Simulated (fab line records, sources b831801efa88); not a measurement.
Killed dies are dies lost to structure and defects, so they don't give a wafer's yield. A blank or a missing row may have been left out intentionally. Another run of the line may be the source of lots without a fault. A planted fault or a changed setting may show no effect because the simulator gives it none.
Matching of chambers :: flow sfq_line :: 4 sister chambers for SFQ_TRILAYER_I1_CMP_CMP_046 on cmp-02
The step polishes SiO2. 7 wafers are shown with their chamber, then 8 later ones without.

== WAFERS, EACH WITH ITS CHAMBER ==
wafer: L593.6
chamber: 2
motor_current_A (A): 11.7
time_to_endpoint_s (s): 239

wafer: L594.1
chamber: 1
motor_current_A (A): 10.1
time_to_endpoint_s (s): 214

wafer: L594.3
chamber: 0
motor_current_A (A): 10.8
time_to_endpoint_s (s): 213

wafer: L596.5
chamber: 3
motor_current_A (A): 8.4
time_to_endpoint_s (s): 219

wafer: L596.6
chamber: 2
motor_current_A (A): 11.2
time_to_endpoint_s (s): 230

wafer: L597.4
chamber: 0
motor_current_A (A): 10.7
time_to_endpoint_s (s): 219

wafer: L604.2
chamber: 3
motor_current_A (A): 8.5
time_to_endpoint_s (s): 216

== WAFERS WITH NO CHAMBER GIVEN ==
wafer: L604.3
motor_current_A (A): 10.0
time_to_endpoint_s (s): 225

wafer: L604.6
motor_current_A (A): 11.5
time_to_endpoint_s (s): 229

wafer: L605.1
motor_current_A (A): 12.0
time_to_endpoint_s (s): 225

wafer: L605.2
motor_current_A (A): 8.8
time_to_endpoint_s (s): 209

wafer: L605.6
motor_current_A (A): 10.8
time_to_endpoint_s (s): 223

wafer: L606.1
motor_current_A (A): 10.7
time_to_endpoint_s (s): 208

wafer: L606.2
motor_current_A (A): 10.0
time_to_endpoint_s (s): 202

wafer: L606.4
motor_current_A (A): 11.8
time_to_endpoint_s (s): 217

== CHAMBER TAKEN BY EACH ==
wafer: L604.3
from the rows above: can't be placed: 1 or 0
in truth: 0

wafer: L604.6
from the rows above: 2
in truth: 2

wafer: L605.1
from the rows above: 2
in truth: 2

wafer: L605.2
from the rows above: 3
in truth: 3

wafer: L605.6
from the rows above: 0
in truth: 0

wafer: L606.1
from the rows above: can't be placed: 0 or 1
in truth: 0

wafer: L606.2
from the rows above: 1
in truth: 1

wafer: L606.4
from the rows above: can't be placed: 2 or 0
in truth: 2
5 of 8 placed correctly. Can't be placed from these rows: 3 (the true chamber is among the candidates in 3). Wrongly placed: 0.
How it was worked out, from the rows above alone: a wafer's distance from a chamber is the root of the sum, over the readings, of the square of ((its reading less the chamber's mean) divided by the reading's scatter). The wafer belongs to the nearest chamber; if the next one is less than 2 further off, it can't be placed. For every chamber, the mean is computed from those of its wafers that are shown. The scatter is the square root of a quotient: the sum, over the shown wafers, of each reading's squared deviation from its chamber's mean, divided by wafers minus chambers.
